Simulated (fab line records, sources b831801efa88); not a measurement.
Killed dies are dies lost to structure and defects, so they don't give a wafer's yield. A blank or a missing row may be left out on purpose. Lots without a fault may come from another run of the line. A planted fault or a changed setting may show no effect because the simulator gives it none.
Which tool did it? | flow sky130 | 11 lots, 33 wafers sampled, at 3 steps of a route of 708

WHAT THE GAUGES READ, wafer by wafer
SKY_SONOS_ONO_THK_MEAS_01. Usual: SONOS_ONO_OXIDATION_THK 2.60 nm, standard deviation 0.059.
lot  | measured     | on            | SONOS_ONO_OXIDATION_THK (nm) | flag
L159 | day 9 23:49  | film_metro-03 | 2.49 2.52 2.49               |
L161 | day 11 19:08 | film_metro-03 | 2.58 2.53 2.55               |
L165 | day 13 18:04 | film_metro-04 | 2.62 2.63 2.57               |
L166 | day 14 02:35 | film_metro-04 | 2.58 2.51 2.63               |
L167 | day 14 10:55 | film_metro-04 | 2.61 2.58 2.60               |
L169 | day 15 04:33 | film_metro-04 | 2.70 2.69 2.69               |
L170 | day 15 09:41 | film_metro-03 | 2.97 3.01 3.04               | OFF
L171 | day 15 19:08 | film_metro-01 | 2.95 2.98 2.96               | OFF
L179 | day 18 21:13 | film_metro-01 | 2.65 2.61 2.59               |
L181 | day 19 16:53 | film_metro-03 | 2.51 2.44 2.52               |
L182 | day 20 03:38 | film_metro-03 | 2.63 2.59 2.53               |

SKY_POLY_GATE_OVL_MEAS_14. Usual: POLY_GATE_OVL 3 nm, standard deviation 5.4.
lot  | measured     | on         | POLY_GATE_OVL (nm) | flag
L159 | day 14 21:29 | overlay-01 | 2 8 11             |
L161 | day 17 00:33 | overlay-02 | -5 -11 -6          |
L165 | day 18 22:50 | overlay-01 | 10 11 1            |
L166 | day 19 13:57 | overlay-02 | 6 4 0              |
L167 | day 20 02:30 | overlay-01 | 6 1 10             |
L169 | day 20 17:17 | overlay-02 | 8 9 6              |
L170 | day 20 23:47 | overlay-01 | 1 3 5              |
L171 | day 23 09:10 | overlay-02 | 4 5 11             |
L179 | day 24 12:47 | overlay-01 | 8 3 3              |
L181 | day 25 08:34 | overlay-01 | -9 -6 -8           |
L182 | day 25 16:37 | overlay-02 | 2 0 -3             |

WHICH TOOL RAN EACH LOT (tool, then ch and the chambers of the sampled wafers, then the start)
lot  | SKY_SONOS_ONO_OXIDATION_00
L159 | furnace-02 ch 0, day 9 22:28
L161 | furnace-01 ch 0, day 11 17:47
L165 | furnace-01 ch 0, day 13 16:43
L166 | furnace-02 ch 0, day 14 01:14
L167 | furnace-01 ch 0, day 14 09:34
L169 | furnace-01 ch 0, day 15 03:13
L170 | furnace-02 ch 0, day 15 08:20
L171 | furnace-02 ch 0, day 15 17:47
L179 | furnace-02 ch 0, day 18 19:52
L181 | furnace-01 ch 0, day 19 15:32
L182 | furnace-01 ch 0, day 20 02:17
- SKY_SONOS_ONO_OXIDATION_00: stabilise 600 s, purge 300 s, target thk 2.6 nm.

WHAT THE TOOLS THEMSELVES READ (means of the sampled wafers that have a number; where no wafer has one, the mark that the record gives instead)
SKY_SONOS_ONO_OXIDATION_00. Usual: spike_tc_bottom_C 820.2 C, standard deviation 2.6; spike_tc_centre_C 800.1 C, standard deviation 1; spike_tc_lower_C 799.6 C, standard deviation 1.2; spike_tc_top_C 814.7 C, standard deviation 2.3; spike_tc_upper_C 800.3 C, standard deviation 0.99; tube_center_temp_C 799.99 C, standard deviation 0.069; tube_center_temp_C_max 802.0, standard deviation 0.32; zone_power_bottom_pct 18.64 %, standard deviation 0.19; zone_power_centre_pct 12.40 %, standard deviation 0.14; zone_power_top_pct 27.65 %, standard deviation 0.26; zone_power_upper_pct 13.9 %, standard deviation 0.39.
lot  | tool       | spike_tc_bottom_C (C) | spike_tc_centre_C (C) | spike_tc_lower_C (C) | spike_tc_top_C (C) | spike_tc_upper_C (C) | tube_center_temp_C (C) | tube_center_temp_C_max | zone_power_bottom_pct (%) | zone_power_centre_pct (%) | zone_power_top_pct (%) | zone_power_upper_pct (%) | flag
L159 | furnace-02 | 822.6                 | 801.2                 | 800.3                | 812.4              | 801.0                | 799.99                 | 801.7                  | 18.73                     | 12.32                     | 27.66                  | 14.2                     |
L161 | furnace-01 | 818.4                 | 799.8                 | 798.4                | 815.4              | 799.9                | 800.00                 | 802.1                  | 18.60                     | 12.26                     | 27.62                  | 13.3                     |
L165 | furnace-01 | 817.3                 | 799.9                 | 799.4                | 816.6              | 800.4                | 799.96                 | 801.8                  | 18.45                     | 12.36                     | 27.51                  | 13.4                     |
L166 | furnace-02 | 822.4                 | 800.4                 | 799.9                | 811.4              | 799.9                | 800.00                 | 801.8                  | 18.40                     | 12.48                     | 27.48                  | 14.2                     |
L167 | furnace-01 | 816.8                 | 799.7                 | 798.4                | 815.6              | 800.4                | 799.95                 | 802.0                  | 18.63                     | 12.41                     | 27.58                  | 13.4                     |
L169 | furnace-01 | 817.8                 | 799.9                 | 798.8                | 817.9              | 800.1                | 800.00                 | 802.0                  | 18.64                     | 12.42                     | 27.71                  | 13.6                     |
L170 | furnace-02 | 833.1                 | 811.5                 | 811.2                | 822.5              | 810.2                | 810.31                 | 812.2                  | 19.26                     | 12.86                     | 28.36                  | 14.7                     | OFF
L171 | furnace-02 | 832.4                 | 811.2                 | 811.5                | 822.6              | 810.4                | 810.24                 | 812.2                  | 19.17                     | 12.77                     | 28.29                  | 14.6                     | OFF
L179 | furnace-02 | 823.6                 | 799.6                 | 799.6                | 812.4              | 801.0                | 799.97                 | 801.9                  | 18.62                     | 12.41                     | 27.91                  | 14.2                     |
L181 | furnace-01 | 817.7                 | 799.8                 | 798.9                | 816.7              | 800.5                | 800.04                 | 802.2                  | 18.70                     | 12.43                     | 27.67                  | 13.6                     |
L182 | furnace-01 | 818.6                 | 799.8                 | 799.4                | 817.3              | 800.7                | 799.98                 | 802.0                  | 18.60                     | 12.34                     | 27.83                  | 13.5                     |

THE ANSWER, worked out from the rows above alone
Rule: a lot is off if the mean of its wafers that have a number lies more than 3 standard deviations from the usual mean. A lot without any number at a reading at which 4 lots or more have one is off too. The other lots that the step has rows for count as sound. The gauges are gone through in route order, then the tools' own readings, and for those a lot's mean is taken as printed above. The first step at which some lot is off is used, and at that step the reading that is off furthest; a lot without a number counts as furthest.
Off: L170, L171, at SKY_SONOS_ONO_THK_MEAS_01 (SONOS_ONO_OXIDATION_THK).
A tool fits if, at a process step before that reading, it ran every lot that is off, and no sound lot after the first of them. The gauges at SKY_SONOS_ONO_THK_MEAS_01 aren't tried: what is off there is off at SKY_SONOS_ONO_OXIDATION_00 too, on other tools, and a gauge's error can't cause that. None of those tried fits.

WHAT THE SIMULATOR HAD PUT IN
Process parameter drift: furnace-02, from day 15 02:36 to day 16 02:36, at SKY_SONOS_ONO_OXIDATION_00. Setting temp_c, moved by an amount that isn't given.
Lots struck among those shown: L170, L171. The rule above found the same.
